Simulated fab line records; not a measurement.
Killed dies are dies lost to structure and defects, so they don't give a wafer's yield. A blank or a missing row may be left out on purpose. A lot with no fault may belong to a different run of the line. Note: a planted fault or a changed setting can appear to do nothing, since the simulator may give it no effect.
fab line records	flow sky130
record: lots: 12	wafers: 36	last-day: 52
route steps=708 shown FIELD_ISO@1 PWDE@54 PAD_OPEN@708
lots that met no fault: from a run of the same line without faults
start-h: hours from the record's opening day to when the first of the lot's shown wafers began	wait-h: time in hours since the lot's previous step	" the same as in the row above	L1.1+2: several wafers, shown together as one row	- value missing, or start not given	* or withheld: withheld	< > ~ a bound
route shown NAME@n: NAME is a module with steps in the file, n the number in the route of the first one	usual: mean and standard deviation over wafers with no fault	same: alike in all rows	chamber/n: place in a boat	sites: the reading at each site	_std_site: their standard deviation	_edge_site: the outer-site mean with the inner-site mean subtracted	radius-mm: for every site, how far away it sits from the centre of the wafer	mask NAME#n: copy n	behind: tool/chamber where the wafer was last shaped	hold: the reason the lot was held/the length of the hold in hours/how it ended	device: whichever transistor did not switch (one of n, p or np)	end of line: the route-end tests of the same wafers	a step with no rows: only its recipe	killed: dies lost to structure and defects at the first sort, not the wafer's yield	map: a wafer's dies, marking killed ones x, the rest . and places with no die _
set.NAME: the setting as run; set.NAME@STEP: as run at that earlier step	model.NAME: the simulator's own value behind a step, which no gauge read
steps of the route over a sample of lots; a table a step, a row a wafer
services: a tool's chamber out of use, with start hour (start-h, from the record's first day; less than 0 if before it), hours out, and reason
== steps ==
step: SKY_FIELD_ISO_BOW_MEAS_00
recipe: mode: bow
usual: INCOMING_BOW: 0/6.5
lot.wafer	tool	chamber	start-h	wait-h	INCOMING_BOW[um]
L148.2	film-metro-02	-	30.02	-	-12
L148.4	"	-	"	"	-7
L148.6	"	-	"	"	-9
L150.1	film-metro-01	-	40.00	-	5
L150.2	"	-	"	"	8
L150.4	"	-	"	"	-11
L152.1	film-metro-01	-	50.00	-	2
L152.4	"	-	"	"	-9
L152.5	"	-	"	"	4
L153.2	film-metro-04	-	55.02	-	8
L153.4	"	-	"	"	9
L153.6	"	-	"	"	-1
L155.2	film-metro-01	-	65.02	-	15
L155.3	"	-	"	"	-12
L155.6	"	-	"	"	2
L156.2	film-metro-04	-	70.02	-	4
L156.4	"	-	"	"	-10
L156.6	"	-	"	"	3
L157.3	film-metro-04	-	75.04	-	0
L157.5	"	-	"	"	-1
L157.6	"	-	"	"	9
L158.2	film-metro-01	-	80.02	-	-3
L158.4	"	-	"	"	-11
L158.5	"	-	"	"	5
L159.3	film-metro-04	-	85.04	-	8
L159.4	"	-	"	"	0
L159.5	"	-	"	"	11
L164.1	film-metro-01	-	110.00	-	5
L164.3	"	-	"	"	-3
L164.5	"	-	"	"	5
L166.1	film-metro-01	-	120.00	-	8
L166.2	"	-	"	"	-3
L166.4	"	-	"	"	-4
L167.1	film-metro-01	-	125.00	-	3
L167.3	"	-	"	"	-3
L167.4	"	-	"	"	2
step: SKY_FIELD_ISO_COAT_08
recipe: resist: KrF-thick	spin-rpm: 3000	resist-thk-nm: 450
lot.wafer	tool	chamber	start-h	wait-h
L148.2+4+6	litho-track-02	0	41	-
L150.1+2+4	litho-track-02	0	50	-
L152.1+4+5	litho-track-03	0	62	-
L153.2+4+6	litho-track-02	0	67	-
L155.2+3+6	litho-track-02	0	79	-
L156.2+4+6	litho-track-03	0	82	-
L157.3+5+6	litho-track-02	0	87	-
L158.2+4+5	litho-track-04	0	92	-
L159.3+4+5	litho-track-02	0	98	-
L164.1+3+5	litho-track-03	0	119	-
L166.1+2+4	litho-track-03	0	127	-
L167.1+3+4	litho-track-04	0	130	-
step: SKY_FIELD_ISO_STRIP_16
recipe: chemistry: O2/N2	power-w: 1400	pressure-mtorr: 1500	platen-temp-c: withheld	o2-flow-sccm: 3000	n2-flow-sccm: 300	overash-fraction: 0.5
usual: drypump-motor-current-A: 5.81/0.058	oes-product-au: 0.378/0.0051	strip-time-to-endpoint-s: 3.54/0.054
lot.wafer	tool	chamber	start-h	wait-h	drypump-motor-current-A	oes-product-au	rf-hours-counter-h	strip-time-to-endpoint-s
L148.2	plasma-asher-04	0	49.80	0.0	5.80	0.368	37	3.52
L148.4	"	1	"	"	5.84	0.368	-	3.47
L148.6	"	0	"	"	5.81	0.366	-	3.49
L150.1	plasma-asher-02	1	59.25	0.0	5.76	0.380	39	3.51
L150.2	"	0	"	"	5.81	0.381	39	3.50
L150.4	"	1	"	"	5.81	0.385	-	3.67
L152.1	plasma-asher-04	1	70.55	0.0	5.84	0.389	39	3.65
L152.4	"	0	"	"	5.81	0.384	-	3.54
L152.5	"	1	"	"	5.86	0.378	-	3.63
L153.2	plasma-asher-04	0	75.74	0.0	5.80	0.379	39	3.54
L153.4	"	0	"	"	5.80	0.376	-	3.46
L153.6	"	1	"	"	5.82	0.373	-	3.49
L155.2	plasma-asher-01	1	88.20	0.0	5.78	0.395	41	3.63
L155.3	"	0	"	"	5.93	0.383	-	3.54
L155.6	"	1	"	"	5.77	0.379	-	3.49
L156.2	plasma-asher-01	1	91.59	0.0	5.76	0.371	41	3.59
L156.4	"	1	"	"	5.75	0.385	-	3.61
L156.6	"	0	"	"	5.92	0.375	-	3.49
L157.3	plasma-asher-02	0	95.88	0.1	5.78	0.387	-	3.64
L157.5	"	0	"	"	5.77	0.360	-	3.00
L157.6	"	1	"	"	5.80	0.378	-	3.64
L158.2	plasma-asher-04	1	159.44	0.0	5.74	0.371	1	3.52
L158.4	"	0	"	"	5.81	0.372	-	3.48
L158.5	"	0	"	"	5.81	0.376	-	3.58
L159.3	plasma-asher-02	1	160.67	0.1	5.77	0.376	-	3.48
L159.4	"	0	"	"	5.78	0.359	-	2.99
L159.5	"	1	"	"	5.76	0.354	-	2.97
L164.1	plasma-asher-02	0	165.56	0.0	5.79	0.380	46	3.53
L164.3	"	1	"	"	5.79	0.382	-	3.52
L164.5	"	1	"	"	5.81	0.370	-	3.52
L166.1	plasma-asher-04	0	167.74	0.0	5.80	0.384	3	3.65
L166.2	"	1	"	"	5.85	0.381	3	3.49
L166.4	"	0	"	"	5.78	0.377	-	3.53
L167.1	plasma-asher-01	1	168.58	0.0	5.75	0.380	46	3.52
L167.3	"	0	"	"	5.92	0.370	-	3.48
L167.4	"	1	"	"	5.73	0.383	-	3.54
step: SKY_FIELD_ISO_CMP_27
recipe: stop-on: Si3N4	t-overpolish-s: 16	down-force-psi: 4	platen-rpm: 60	target-thk-nm: 457.8	pad-velocity-m-s: 0.94248
usual: motor-current-A: 12.4/0.99
lot.wafer	tool	chamber	start-h	wait-h	motor-current-A
L148.2	cmp-01	1	57.45	0.1	11.4
L148.4	"	3	"	"	12.2
L148.6	"	1	"	"	11.3
L150.1	cmp-02	3	62.83	0.0	12.4
L150.4	"	0	"	"	11.5
L150.2	"	1	"	"	11.7
L152.4	cmp-02	1	74.46	0.0	11.7
L152.1	"	3	"	"	12.6
L152.5	"	2	"	"	13.8
L153.4	cmp-01	0	79.55	0.1	13.3
L153.2	"	2	"	"	13.6
L153.6	"	3	"	"	11.4
L155.2	cmp-02	1	91.61	0.1	12.1
L155.3	"	2	"	"	13.6
L155.6	"	1	"	"	11.7
L156.2	cmp-01	0	95.38	0.0	13.0
L156.4	"	1	"	"	11.1
L156.6	"	1	"	"	10.7
L157.3	cmp-02	0	104.33	0.0	10.7
L157.6	"	0	"	"	11.1
L157.5	"	1	"	"	13.0
L158.2	cmp-01	2	164.10	0.3	14.8
L158.4	"	3	"	"	11.8
L158.5	"	3	"	"	12.2
L159.3	cmp-02	3	168.86	0.0	12.0
L159.4	"	1	"	"	12.1
L159.5	"	3	"	"	12.3
L164.1	cmp-02	0	173.66	0.4	11.5
L164.3	"	2	"	"	13.3
L164.5	"	1	"	"	12.6
L166.1	cmp-01	2	175.74	0.1	13.6
L166.2	"	3	"	"	12.4
L166.4	"	0	"	"	13.4
L167.4	cmp-02	3	175.74	0.1	12.5
L167.3	"	0	"	"	11.4
L167.1	"	1	"	"	12.5
step: SKY_PWDE_STRIP_09
recipe: chemistry: O2/N2	power-w: 1400	pressure-mtorr: 1500	platen-temp-c: withheld	o2-flow-sccm: 3000	n2-flow-sccm: 300	overash-fraction: 0.5
usual: drypump-motor-current-A: 5.62/0.27	oes-product-au: 0.723/0.0039	strip-time-to-endpoint-s: 36.95/0.12
lot.wafer	tool	chamber	start-h	wait-h	drypump-motor-current-A	oes-product-au	rf-hours-counter-h	strip-time-to-endpoint-s
L148.2	plasma-asher-04	1	93.60	0.1	5.80	0.728	41	37.05
L148.4	"	1	"	"	5.81	0.725	-	37.05
L148.6	"	0	"	"	5.80	0.722	-	37.03
L150.1	plasma-asher-04	0	99.82	0.1	5.80	0.718	42	36.49
L150.2	"	1	"	"	5.79	0.733	42	36.63
L150.4	"	0	"	"	5.79	0.723	-	36.59
L152.1	plasma-asher-03	1	112.50	0.1	5.15	0.723	27	37.06
L152.4	"	1	"	"	5.14	0.721	-	37.14
L152.5	"	0	"	"	5.47	0.725	-	37.17
L153.2	plasma-asher-01	1	116.60	0.1	5.75	0.729	43	36.85
L153.4	"	1	"	"	5.76	0.720	-	36.85
L153.6	"	1	"	"	5.74	0.716	-	36.77
L155.2	plasma-asher-04	1	122.87	0.1	5.79	0.723	0	37.04
L155.3	"	1	"	"	5.84	0.716	-	36.94
L155.6	"	1	"	"	5.78	0.726	-	37.06
L156.2	plasma-asher-03	1	125.73	0.1	5.15	0.720	28	36.95
L156.4	"	0	"	"	5.45	0.726	-	36.94
L156.6	"	1	"	"	5.16	0.720	-	36.84
L157.3	plasma-asher-01	1	128.36	0.1	5.77	0.723	-	36.92
L157.5	"	1	"	"	5.75	0.720	-	36.82
L157.6	"	0	"	"	5.92	0.722	-	36.97
L158.2	plasma-asher-03	0	207.05	0.1	5.46	0.726	36	37.03
L158.4	"	1	"	"	5.17	0.726	-	37.10
L158.5	"	0	"	"	5.45	0.719	-	36.83
L159.3	plasma-asher-04	0	214.92	0.1	5.81	0.719	-	37.14
L159.4	"	1	"	"	5.85	0.714	-	37.16
L159.5	"	0	"	"	5.80	0.724	-	36.96
L164.1	plasma-asher-03	0	219.41	0.1	5.47	0.723	37	36.95
L164.3	"	1	"	"	5.15	0.724	-	36.88
L164.5	"	0	"	"	5.45	0.728	-	36.94
L167.1	plasma-asher-03	1	221.96	0.1	5.12	0.729	38	36.80
L167.3	"	1	"	"	5.15	0.723	-	36.84
L167.4	"	0	"	"	5.46	0.723	-	36.92
L166.1	plasma-asher-04	1	222.66	0.1	5.84	0.716	9	37.06
L166.2	"	0	"	"	5.84	0.716	9	36.98
L166.4	"	0	"	"	5.82	0.725	-	36.98
step: SKY_PAD_OPEN_PROBE_99
usual: killed_at_M0_to_M3: 45/6.3	killed_at_M4_up: 2.8/1.6	killed-at-contacts: 24/5.1	killed-at-front-end: 14/4.4	killed-at-other: 0.4/0.73	killed-dies: 86/9	killed-open: 47/7.8	killed-short: 39/6.6
same: gross-dies: 492	killed-at-back-side: 0
lot.wafer	tool	chamber	start-h	wait-h	killed_at_M0_to_M3	killed_at_M4_up	killed-at-contacts	killed-at-front-end	killed-at-other	killed-dies	killed-open	killed-short
L148.2	prober-02	-	1135.87	0.1	47	1	26	11	1	86	48	37
L148.4	prober-02	-	1135.97	0.2	39	3	26	14	0	82	33	49
L148.6	prober-02	-	1136.07	0.2	46	3	31	11	0	91	54	37
L150.1	prober-01	-	1136.60	0.1	42	2	33	10	0	87	46	41
L150.2	prober-01	-	1136.65	0.1	52	0	24	14	0	90	37	53
L150.4	prober-01	-	1136.75	0.2	44	0	22	8	0	74	41	33
L152.1	prober-02	-	1139.60	0.1	40	6	20	22	0	88	43	45
L152.4	prober-02	-	1139.75	0.2	48	1	27	17	0	93	53	40
L152.5	prober-02	-	1139.80	0.2	52	3	21	13	2	91	60	31
L153.2	prober-01	-	1139.65	0.1	45	2	24	8	0	79	45	34
L153.4	prober-01	-	1139.75	0.2	47	4	24	15	0	90	43	45
L153.6	prober-01	-	1139.85	0.2	51	3	26	11	0	91	50	40
L157.3	prober-01	-	1145.39	0.2	42	3	22	16	1	84	49	35
L157.5	prober-01	-	1145.49	0.2	35	4	27	11	0	77	43	34
L157.6	prober-01	-	1145.54	0.2	47	6	21	16	0	90	42	48
L155.2	prober-02	-	1145.64	0.1	47	4	27	7	0	85	50	35
L155.3	prober-02	-	1145.69	0.2	30	4	26	18	0	78	43	35
L155.6	prober-02	-	1145.84	0.2	41	3	28	10	0	82	44	38
L156.2	prober-01	-	1147.59	0.1	39	5	18	24	0	86	40	46
L156.4	prober-01	-	1147.69	0.2	52	1	15	16	1	85	40	45
L156.6	prober-01	-	1147.79	0.2	50	2	21	19	0	92	41	51
L158.2	prober-01	-	1229.08	0.1	47	2	23	13	2	87	59	28
L158.4	prober-01	-	1229.18	0.2	47	0	20	21	1	89	47	42
L158.5	prober-01	-	1229.23	0.2	43	4	28	15	0	90	55	35
L159.3	prober-02	-	1235.93	0.2	50	3	22	9	1	85	51	33
L159.4	prober-02	-	1235.98	0.2	53	5	29	16	5	108	62	43
L159.5	prober-02	-	1236.03	0.2	36	0	27	17	0	80	54	26
L164.1	prober-01	-	1239.93	0.1	43	1	31	14	0	89	58	31
L164.3	prober-01	-	1240.03	0.2	43	2	18	14	0	77	44	33
L164.5	prober-01	-	1240.13	0.2	50	4	40	13	0	107	68	39
L167.1	prober-01	-	1242.66	0.1	51	0	26	19	0	96	45	51
L167.3	prober-01	-	1242.76	0.2	51	3	16	21	0	91	43	47
L167.4	prober-01	-	1242.81	0.2	47	6	24	14	0	91	48	43
L166.1	prober-01	-	1244.16	0.1	31	2	20	23	0	76	42	34
L166.2	prober-01	-	1244.21	0.1	43	1	25	15	1	85	52	33
L166.4	prober-01	-	1244.31	0.2	41	3	30	14	0	88	47	41
killed by level:class
L148.2 VIA1:geometric-particle:open=13 VIA3:geometric-particle:open=8 CONTACT:geometric-particle:open=8 LOCAL_INTERCONNECT:geometric-particle:short=5 CONTACT:geometric-particle:short=5 METAL2:geometric-particle:short=5 VIA3:geometric-particle:short=5 LI_CONTACT:geometric-particle:short=4
L148.4 VIA2:geometric-particle:open=8 CONTACT:geometric-particle:short=8 LOCAL_INTERCONNECT:geometric-particle:short=7 METAL1:geometric-particle:short=7 VIA3:geometric-particle:open=7 FIELD_ISO:geometric-particle:short=5 LI_CONTACT:geometric-particle:short=5 VIA1:geometric-particle:short=5
L148.6 CONTACT:geometric-particle:open=13 LI_CONTACT:geometric-particle:open=11 VIA1:geometric-particle:open=9 METAL3:geometric-particle:short=7 METAL2:geometric-particle:short=6 VIA3:geometric-particle:open=6 POLY_GATE:geometric-particle:short=5 VIA1:geometric-particle:short=5
L150.1 LI_CONTACT:geometric-particle:open=12 VIA1:geometric-particle:open=10 VIA3:geometric-particle:open=7 LOCAL_INTERCONNECT:geometric-particle:short=6 LI_CONTACT:geometric-particle:short=5 CONTACT:geometric-particle:short=5 METAL1:geometric-particle:short=5 VIA2:geometric-particle:open=5
L150.2 METAL1:geometric-particle:short=13 METAL2:geometric-particle:short=9 VIA3:geometric-particle:open=7 CONTACT:geometric-particle:short=7 CONTACT:geometric-particle:open=7 VIA1:geometric-particle:open=7 LOCAL_INTERCONNECT:geometric-particle:short=6 VIA2:geometric-particle:open=5
L150.4 METAL1:geometric-particle:short=8 VIA2:geometric-particle:open=7 CONTACT:geometric-particle:open=7 VIA1:geometric-particle:open=7 LI_CONTACT:geometric-particle:open=6 VIA3:geometric-particle:open=6 LOCAL_INTERCONNECT:geometric-particle:short=5 METAL2:geometric-particle:short=5
L152.1 VIA1:geometric-particle:open=9 FIELD_ISO:geometric-particle:short=7 LI_CONTACT:geometric-particle:open=7 METAL1:geometric-particle:short=7 CONTACT:geometric-particle:open=6 METAL2:geometric-particle:short=5 VIA2:geometric-particle:short=5 VIA2:geometric-particle:open=4
L153.2 VIA1:geometric-particle:open=11 LI_CONTACT:geometric-particle:open=7 VIA2:geometric-particle:open=7 METAL1:geometric-particle:short=7 CONTACT:geometric-particle:open=6 LOCAL_INTERCONNECT:geometric-particle:short=5 VIA3:geometric-particle:open=5 CONTACT:geometric-particle:short=4
L152.4 VIA2:geometric-particle:open=12 VIA1:geometric-particle:open=12 CONTACT:geometric-particle:open=7 FIELD_ISO:geometric-particle:short=5 FIELD_ISO:geometric-particle:open=5 CONTACT:geometric-particle:short=5 LI_CONTACT:geometric-particle:short=5 LI_CONTACT:geometric-particle:open=5
L153.4 VIA2:geometric-particle:open=12 METAL1:geometric-particle:short=9 LOCAL_INTERCONNECT:geometric-particle:short=7 VIA3:geometric-particle:open=7 CONTACT:geometric-particle:open=6 METAL2:geometric-particle:short=6 LI_CONTACT:geometric-particle:open=5 FIELD_ISO:geometric-particle:open=4
L152.5 VIA1:geometric-particle:open=14 VIA2:geometric-particle:open=13 VIA3:geometric-particle:open=7 LI_CONTACT:geometric-particle:open=6 FIELD_ISO:geometric-particle:open=5 POLY_GATE:geometric-particle:open=5 VIA1:geometric-particle:short=5 LOCAL_INTERCONNECT:geometric-particle:short=5
L153.6 VIA2:geometric-particle:open=11 CONTACT:geometric-particle:open=8 VIA1:geometric-particle:open=8 LI_CONTACT:geometric-particle:open=6 VIA3:geometric-particle:short=6 VIA3:geometric-particle:open=6 POLY_GATE:geometric-particle:short=5 LOCAL_INTERCONNECT:geometric-particle:short=5
L157.3 VIA1:geometric-particle:open=8 LOCAL_INTERCONNECT:geometric-particle:short=7 FIELD_ISO:geometric-particle:open=6 CONTACT:geometric-particle:open=6 METAL2:geometric-particle:short=6 VIA2:geometric-particle:open=6 POLY_GATE:geometric-particle:open=5 LI_CONTACT:geometric-particle:open=5
L157.5 CONTACT:geometric-particle:open=14 METAL2:geometric-particle:short=7 VIA3:geometric-particle:open=7 VIA2:geometric-particle:open=6 CONTACT:geometric-particle:short=5 VIA2:geometric-particle:short=5 VIA1:geometric-particle:open=4 FIELD_ISO:geometric-particle:open=3
L157.6 VIA1:geometric-particle:open=10 LI_CONTACT:geometric-particle:open=7 VIA1:geometric-particle:short=7 FIELD_ISO:geometric-particle:short=6 CONTACT:geometric-particle:open=6 METAL2:geometric-particle:short=6 METAL3:geometric-particle:short=6 FIELD_ISO:geometric-particle:open=5
L155.2 VIA3:geometric-particle:open=14 LI_CONTACT:geometric-particle:open=8 VIA1:geometric-particle:open=8 CONTACT:geometric-particle:open=7 VIA3:geometric-particle:short=6 METAL1:geometric-particle:short=5 LI_CONTACT:geometric-particle:short=4 CONTACT:geometric-particle:short=4
L155.3 CONTACT:geometric-particle:open=12 VIA1:geometric-particle:open=8 POLY_GATE:geometric-particle:short=7 VIA2:geometric-particle:open=6 VIA3:geometric-particle:open=5 LI_CONTACT:geometric-particle:short=4 CONTACT:geometric-particle:short=4 FIELD_ISO:geometric-particle:short=3
L155.6 CONTACT:geometric-particle:open=11 LOCAL_INTERCONNECT:geometric-particle:short=7 VIA2:geometric-particle:open=7 VIA1:geometric-particle:open=7 VIA3:geometric-particle:open=7 METAL3:geometric-particle:short=5 LI_CONTACT:geometric-particle:open=4 METAL1:geometric-particle:short=4
L156.2 VIA1:geometric-particle:open=11 FIELD_ISO:geometric-particle:open=6 VIA2:geometric-particle:open=6 POLY_GATE:geometric-particle:short=6 METAL1:geometric-particle:short=6 LOCAL_INTERCONNECT:geometric-particle:short=5 CONTACT:geometric-particle:open=5 METAL4:geometric-particle:short=5
L156.4 VIA1:geometric-particle:open=11 VIA2:geometric-particle:open=8 METAL3:geometric-particle:short=6 FIELD_ISO:geometric-particle:short=5 METAL1:geometric-particle:short=5 VIA2:geometric-particle:short=5 POLY_GATE:geometric-particle:open=5 CONTACT:geometric-particle:open=5
L156.6 VIA1:geometric-particle:open=14 METAL1:geometric-particle:short=12 FIELD_ISO:geometric-particle:short=9 CONTACT:geometric-particle:open=8 CONTACT:geometric-particle:short=5 VIA1:geometric-particle:short=5 METAL2:geometric-particle:short=5 VIA2:geometric-particle:open=5
L158.2 CONTACT:geometric-particle:open=12 VIA2:geometric-particle:open=12 VIA1:geometric-particle:open=11 VIA3:geometric-particle:open=10 LI_CONTACT:geometric-particle:open=6 METAL1:geometric-particle:short=5 FIELD_ISO:geometric-particle:open=4 FIELD_ISO:geometric-particle:short=3
L158.4 VIA1:geometric-particle:open=11 VIA3:geometric-particle:open=9 POLY_GATE:geometric-particle:short=7 CONTACT:geometric-particle:open=7 VIA1:geometric-particle:short=6 LOCAL_INTERCONNECT:geometric-particle:short=4 CONTACT:geometric-particle:short=4 METAL1:geometric-particle:short=4
L158.5 CONTACT:geometric-particle:open=13 VIA1:geometric-particle:open=10 VIA2:geometric-particle:open=9 LI_CONTACT:geometric-particle:open=6 CONTACT:geometric-particle:short=5 VIA1:geometric-particle:short=5 VIA3:geometric-particle:open=5 POLY_GATE:geometric-particle:short=3
L159.3 VIA1:geometric-particle:open=15 VIA3:geometric-particle:open=10 CONTACT:geometric-particle:open=8 METAL2:geometric-particle:short=7 LOCAL_INTERCONNECT:geometric-particle:short=5 METAL1:geometric-particle:short=5 VIA2:geometric-particle:open=5 FIELD_ISO:geometric-particle:open=4
L159.4 VIA1:geometric-particle:open=11 VIA2:geometric-particle:open=11 LI_CONTACT:geometric-particle:open=10 CONTACT:geometric-particle:open=9 VIA3:geometric-particle:open=6 VIA3:geometric-particle:short=6 LOCAL_INTERCONNECT:geometric-particle:short=5 METAL2:geometric-particle:short=5
L159.5 VIA1:geometric-particle:open=10 CONTACT:geometric-particle:open=9 VIA3:geometric-particle:open=7 LI_CONTACT:geometric-particle:open=7 POLY_GATE:geometric-particle:open=6 LOCAL_INTERCONNECT:geometric-particle:short=5 VIA1:geometric-particle:short=5 POLY_CUT:geometric-particle:open=4
L164.1 LI_CONTACT:geometric-particle:open=14 CONTACT:geometric-particle:open=11 VIA1:geometric-particle:open=11 VIA2:geometric-particle:open=10 VIA1:geometric-particle:short=7 SPACER:geometric-particle:short=4 POLY_GATE:geometric-particle:short=3 CONTACT:geometric-particle:short=3
L164.3 VIA1:geometric-particle:open=10 POLY_GATE:geometric-particle:short=7 VIA2:geometric-particle:open=7 LI_CONTACT:geometric-particle:open=7 CONTACT:geometric-particle:open=6 METAL1:geometric-particle:short=5 VIA1:geometric-particle:short=5 VIA3:geometric-particle:open=5
L164.5 CONTACT:geometric-particle:open=17 LI_CONTACT:geometric-particle:open=10 VIA1:geometric-particle:open=9 VIA2:geometric-particle:open=8 FIELD_ISO:geometric-particle:open=7 METAL2:geometric-particle:short=7 VIA1:geometric-particle:short=5 CONTACT:geometric-particle:short=5
L167.1 VIA1:geometric-particle:open=9 VIA2:geometric-particle:open=9 LI_CONTACT:geometric-particle:open=8 LOCAL_INTERCONNECT:geometric-particle:short=8 VIA1:geometric-particle:short=8 FIELD_ISO:geometric-particle:short=6 POLY_GATE:geometric-particle:short=5 METAL2:geometric-particle:short=5
L167.3 VIA2:geometric-particle:open=10 VIA1:geometric-particle:open=9 VIA3:geometric-particle:short=7 LI_CONTACT:geometric-particle:open=6 METAL1:geometric-particle:short=6 FIELD_ISO:geometric-particle:short=5 VIA1:geometric-particle:short=5 METAL2:geometric-particle:short=5
L167.4 VIA1:geometric-particle:open=9 LI_CONTACT:geometric-particle:open=7 CONTACT:geometric-particle:open=7 METAL1:geometric-particle:short=6 CONTACT:geometric-particle:short=6 VIA1:geometric-particle:short=6 FIELD_ISO:geometric-particle:open=5 VIA2:geometric-particle:open=5
L166.1 FIELD_ISO:geometric-particle:open=11 LI_CONTACT:geometric-particle:open=7 CONTACT:geometric-particle:open=7 VIA1:geometric-particle:open=5 FIELD_ISO:geometric-particle:short=4 METAL1:geometric-particle:short=4 VIA2:geometric-particle:open=4 POLY_GATE:geometric-particle:short=3
L166.2 CONTACT:geometric-particle:open=14 VIA1:geometric-particle:open=9 VIA3:geometric-particle:open=8 FIELD_ISO:geometric-particle:open=7 METAL2:geometric-particle:short=7 VIA2:geometric-particle:open=6 CONTACT:geometric-particle:short=4 METAL1:geometric-particle:short=4
L166.4 CONTACT:geometric-particle:open=12 LI_CONTACT:geometric-particle:open=9 VIA2:geometric-particle:open=8 VIA3:geometric-particle:short=7 METAL2:geometric-particle:short=7 FIELD_ISO:geometric-particle:short=5 VIA1:geometric-particle:open=5 VIA3:geometric-particle:open=5
== services ==
tool	chamber	start-h	hours	kind
plasma-asher-03	-	22.33	18.5	repair
cmp-01	-	24.95	10.6	repair
plasma-asher-03	-	53.27	1.5	repair
cmp-02	-	64.00	4.0	pm
cmp-02	-	68.00	-	consumable-replace:conditioner
cmp-02	-	68.00	-	consumable-replace:pad
plasma-asher-02	-	80.74	2.4	repair
plasma-asher-03	-	86.93	3.9	repair
plasma-asher-02	-	91.27	1.2	repair
cmp-01	-	102.09	5.7	pm
plasma-asher-04	-	108.75	9.0	pm
plasma-asher-04	0	108.75	9.0	vent-cycle
plasma-asher-04	1	108.75	9.0	vent-cycle
cmp-01	-	108.83	0.3	repair
plasma-asher-04	0	117.75	-	clean
plasma-asher-04	1	117.75	-	clean
cmp-01	-	124.59	5.2	pm
cmp-01	-	147.41	3.7	repair
cmp-02	-	153.02	5.8	pm
plasma-asher-02	-	184.67	1.7	repair
plasma-asher-01	-	195.43	28.1	pm
cmp-02	-	221.84	3.0	repair
cmp-02	-	222.56	0.8	repair
== key ==
first-sign: step: SKY_FIELD_ISO_STRIP_16	reading: strip-time-to-endpoint-s	direction: down	sigmas: 10	usual: *	struck: *
effect: step: SKY_FIELD_ISO_STRIP_16	reading: oes-product-au	direction: down	sigmas: 4	usual: 0.378	struck: 0.357
met-at SKY_FIELD_ISO_COAT_08
struck-lots L157,L159
struck-wafers L157.5,L159.4,L159.5
tester-left-out L157,L159
not-acting-at SKY_FIELD_ISO_BOW_MEAS_00,SKY_FIELD_ISO_CMP_27,SKY_PWDE_STRIP_09
onset-between 79 87
fault: kind: process-parameter-drift	tool: litho-track-02	chamber: -	onset-h: 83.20	steps: SKY_FIELD_ISO_COAT_08	channel: resist-thk-nm	offset: -45.782	shape: step	end-h: 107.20	scope: struck-wafers-only	acts-in: these-recipes-only	stated: 450
tester-left-out: of these lots the tester's yield and bins aren't shown, on N5 and GAA mostly nor the transistor test; their killed dies are dies lost to structure and defects alone, not to doping, threshold or leakage, so they don't give the yield
